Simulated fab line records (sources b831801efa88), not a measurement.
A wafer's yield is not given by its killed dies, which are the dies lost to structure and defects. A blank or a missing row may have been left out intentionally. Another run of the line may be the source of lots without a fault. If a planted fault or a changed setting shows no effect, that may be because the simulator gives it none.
Split-lot experiment / flow sfq line / on a route of 325 steps: 5 lots, 23 wafers read

## SPLIT DETAILS
At SFQ_TRILAYER_L0_VIA_BARC_OPEN_VIA_ETCH_021 (etches BARC in O2, target depth 125 nm, time 41.7 s), the setting time s was moved away from the recipe's 41.7 s on 8 of the 23 wafers read, by -7.8% to +10.1%. This setting was run at the recipe's value on the other wafers.

No step appears in the file between the split and the reading.

## THE READING
KrF_of_TRILAYER_L0_VIA_LITHO_COAT_013.thk nm (the simulator's own value, which no gauge read), in nm, at SFQ_TRILAYER_L0_VIA_ETCH_VIA_ETCH_016 (etches SiO2 in CHF3, stops on MoNx KI, target depth 80 nm). No usual value for it is given in the file. Here, 15 wafers ran the recipe; their average is 560.7 nm with a standard deviation of 1.6 nm.

wafer=L075.1; tool, chamber at the split=rie diel-01, 0; time s as run, s=41.7; against the recipe=recipe; KrF_of_TRILAYER_L0_VIA_LITHO_COAT_013.thk nm, nm=560.7; against lot-mates on the recipe=-
wafer=L075.3; tool, chamber at the split=rie diel-01, 3; time s as run, s=45.92; against the recipe=+10.1%; KrF_of_TRILAYER_L0_VIA_LITHO_COAT_013.thk nm, nm=556; against lot-mates on the recipe=-4.2
wafer=L075.4; tool, chamber at the split=rie diel-01, 2; time s as run, s=41.7; against the recipe=recipe; KrF_of_TRILAYER_L0_VIA_LITHO_COAT_013.thk nm, nm=559.6; against lot-mates on the recipe=-
wafer=L075.5; tool, chamber at the split=rie diel-01, 2; time s as run, s=45.92; against the recipe=+10.1%; KrF_of_TRILAYER_L0_VIA_LITHO_COAT_013.thk nm, nm=554.6; against lot-mates on the recipe=-5.6
wafer=L075.6; tool, chamber at the split=rie diel-01, 3; time s as run, s=45.92; against the recipe=+10.1%; KrF_of_TRILAYER_L0_VIA_LITHO_COAT_013.thk nm, nm=555.7; against lot-mates on the recipe=-4.5
wafer=L079.1; tool, chamber at the split=rie diel-02, 0; time s as run, s=41.7; against the recipe=recipe; KrF_of_TRILAYER_L0_VIA_LITHO_COAT_013.thk nm, nm=559.8; against lot-mates on the recipe=-
wafer=L079.4; tool, chamber at the split=rie diel-02, 2; time s as run, s=41.7; against the recipe=recipe; KrF_of_TRILAYER_L0_VIA_LITHO_COAT_013.thk nm, nm=560.7; against lot-mates on the recipe=-
wafer=L079.6; tool, chamber at the split=rie diel-02, 3; time s as run, s=41.7; against the recipe=recipe; KrF_of_TRILAYER_L0_VIA_LITHO_COAT_013.thk nm, nm=559.5; against lot-mates on the recipe=-
wafer=L080.1; tool, chamber at the split=rie diel-03, 2; time s as run, s=41.7; against the recipe=recipe; KrF_of_TRILAYER_L0_VIA_LITHO_COAT_013.thk nm, nm=562.3; against lot-mates on the recipe=-
wafer=L080.3; tool, chamber at the split=rie diel-03, 1; time s as run, s=41.7; against the recipe=recipe; KrF_of_TRILAYER_L0_VIA_LITHO_COAT_013.thk nm, nm=564.1; against lot-mates on the recipe=-
wafer=L080.4; tool, chamber at the split=rie diel-03, 0; time s as run, s=45.06; against the recipe=+8.1%; KrF_of_TRILAYER_L0_VIA_LITHO_COAT_013.thk nm, nm=558.4; against lot-mates on the recipe=-4.3
wafer=L080.5; tool, chamber at the split=rie diel-03, 0; time s as run, s=41.7; against the recipe=recipe; KrF_of_TRILAYER_L0_VIA_LITHO_COAT_013.thk nm, nm=561.8; against lot-mates on the recipe=-
wafer=L080.6; tool, chamber at the split=rie diel-03, 3; time s as run, s=45.06; against the recipe=+8.1%; KrF_of_TRILAYER_L0_VIA_LITHO_COAT_013.thk nm, nm=557.7; against lot-mates on the recipe=-5.0
wafer=L081.1; tool, chamber at the split=rie diel-01, 2; time s as run, s=41.7; against the recipe=recipe; KrF_of_TRILAYER_L0_VIA_LITHO_COAT_013.thk nm, nm=560.9; against lot-mates on the recipe=-
wafer=L081.2; tool, chamber at the split=rie diel-01, 0; time s as run, s=38.44; against the recipe=-7.8%; KrF_of_TRILAYER_L0_VIA_LITHO_COAT_013.thk nm, nm=567.4; against lot-mates on the recipe=+5.3
wafer=L081.3; tool, chamber at the split=rie diel-01, 1; time s as run, s=41.7; against the recipe=recipe; KrF_of_TRILAYER_L0_VIA_LITHO_COAT_013.thk nm, nm=563.3; against lot-mates on the recipe=-
wafer=L081.4; tool, chamber at the split=rie diel-01, 3; time s as run, s=38.44; against the recipe=-7.8%; KrF_of_TRILAYER_L0_VIA_LITHO_COAT_013.thk nm, nm=566.9; against lot-mates on the recipe=+4.8
wafer=L081.6; tool, chamber at the split=rie diel-01, 0; time s as run, s=38.44; against the recipe=-7.8%; KrF_of_TRILAYER_L0_VIA_LITHO_COAT_013.thk nm, nm=566.1; against lot-mates on the recipe=+4.0
wafer=L085.2; tool, chamber at the split=rie diel-03, 3; time s as run, s=41.7; against the recipe=recipe; KrF_of_TRILAYER_L0_VIA_LITHO_COAT_013.thk nm, nm=559.1; against lot-mates on the recipe=-
wafer=L085.3; tool, chamber at the split=rie diel-03, 0; time s as run, s=41.7; against the recipe=recipe; KrF_of_TRILAYER_L0_VIA_LITHO_COAT_013.thk nm, nm=558.9; against lot-mates on the recipe=-
wafer=L085.4; tool, chamber at the split=rie diel-03, 2; time s as run, s=41.7; against the recipe=recipe; KrF_of_TRILAYER_L0_VIA_LITHO_COAT_013.thk nm, nm=560.8; against lot-mates on the recipe=-
wafer=L085.5; tool, chamber at the split=rie diel-03, 0; time s as run, s=41.7; against the recipe=recipe; KrF_of_TRILAYER_L0_VIA_LITHO_COAT_013.thk nm, nm=560.8; against lot-mates on the recipe=-
wafer=L085.6; tool, chamber at the split=rie diel-03, 3; time s as run, s=41.7; against the recipe=recipe; KrF_of_TRILAYER_L0_VIA_LITHO_COAT_013.thk nm, nm=558.2; against lot-mates on the recipe=-

THE FIT
A straight line over all 23 wafers: KrF_of_TRILAYER_L0_VIA_LITHO_COAT_013.thk nm changes by -0.574 nm for each +1% of time s; r = -0.89; the points scatter about the line by 1.6 nm.
The same after taking each lot's own level away (the mean of its wafers on the recipe; 23 wafers): -0.535 nm for each +1%; r = -0.95; scatter 0.9 nm.
Per that fit: largest time s move, reading shift of 5.4 nm.
The span of the lots' own levels, 559.56 to 562.73 nm, comes to 2.0 times the standard deviation stated above.
The two slopes agree, so the slope changes little with the lot-to-lot level.
Check: -5.54 nm against its lot-mates is what the line predicts for one of the wafers moved furthest among these (+10.1%) when that wafer is left out of the fit. Against them it came out at -4.15 nm.

## THESE WAFERS: OTHER SPLITS
Other splits were also applied to these wafers ahead of the reading. Each is held against what the fit with the lots' levels taken away leaves over:
other split on the same wafers=SFQ_TRILAYER_INCOMING_OXIDATION_002 temp c; wafers away from the commonest value=10; r with KrF_of_TRILAYER_L0_VIA_LITHO_COAT_013.thk nm (lot level and that fit taken away)=+0.24
other split on the same wafers=SFQ_TRILAYER_L0_LITHO_COAT_005 spin rpm; wafers away from the commonest value=7; r with KrF_of_TRILAYER_L0_VIA_LITHO_COAT_013.thk nm (lot level and that fit taken away)=+0.05
other split on the same wafers=SFQ_TRILAYER_L0_BARC_OPEN_METAL_ETCH_010 icp w; wafers away from the commonest value=7; r with KrF_of_TRILAYER_L0_VIA_LITHO_COAT_013.thk nm (lot level and that fit taken away)=-0.42

## THE WHOLE CHAIN: every reading that the file lists as answering this split, in the file's order
step=SFQ_TRILAYER_L0_VIA_BARC_OPEN_VIA_ETCH_021; what it does=etches BARC in O2, target depth 125 nm, time 41.7 s; reading=KrF_of_TRILAYER_L0_VIA_LITHO_COAT_013.thk nm (the simulator's own value, which no gauge read); change (the file's fit)=-0.517 nm for each +1% of the setting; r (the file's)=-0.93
step=SFQ_TRILAYER_L0_VIA_ETCH_VIA_ETCH_016; what it does=etches SiO2 in CHF3, stops on MoNx KI, target depth 80 nm; reading=KrF_of_TRILAYER_L0_VIA_LITHO_COAT_013.thk nm (the simulator's own value, which no gauge read); change (the file's fit)=-0.535 nm for each +1% of the setting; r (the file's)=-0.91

## FILE'S OWN FIT
KrF_of_TRILAYER_L0_VIA_LITHO_COAT_013.thk nm changes by -0.535 nm for each +1% of time s, r = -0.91.
